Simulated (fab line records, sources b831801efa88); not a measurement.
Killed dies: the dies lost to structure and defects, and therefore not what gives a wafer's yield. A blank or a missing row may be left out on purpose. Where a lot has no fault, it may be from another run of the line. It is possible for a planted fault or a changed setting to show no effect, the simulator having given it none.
Which tool is to blame? -- flow gf180mcu -- route of 602 steps, sampled at 1 step: 6 lots, 18 wafers

WHAT THE GAUGES READ, wafer by wafer
GF_V2_THK_MEAS_03.
lot,measured,on,V2_CVD_02_THK (nm)
L645,day 20 01:41,filmMetro-02,837 855 844
L647,day 21 01:20,filmMetro-01,865 861 848
L650,day 22 09:07,filmMetro-03,844 833 861
L656,day 23 23:35,filmMetro-01,842 843 857
L660,day 25 10:10,filmMetro-03,827 841 844
L664,day 26 11:16,filmMetro-02,859 856 869

EACH LOT AND THE TOOL THAT RAN IT (in order: tool; ch and the chambers of the sampled wafers; start)
Record: no process step prior to these readings.

THE ANSWER, worked out from the rows above alone
Rule: the lots themselves supply what counts as usual. Put in order of their means at a reading, lots are off if they are a third of the lots or fewer, leave a main group of 4 or more, and stand apart from it by a gap of 3 or more times the standard deviation of the main group's means; of several such gaps the widest counts. A main group whose means are all the same, to the digits that the tables above print for the reading, isn't used. A lot without any number at a reading at which 4 lots or more have one is off too. The other lots that the step has rows for count as sound.
Nothing can be told from this: no lot is off at any reading shown.

WHAT THE SIMULATOR PUT IN
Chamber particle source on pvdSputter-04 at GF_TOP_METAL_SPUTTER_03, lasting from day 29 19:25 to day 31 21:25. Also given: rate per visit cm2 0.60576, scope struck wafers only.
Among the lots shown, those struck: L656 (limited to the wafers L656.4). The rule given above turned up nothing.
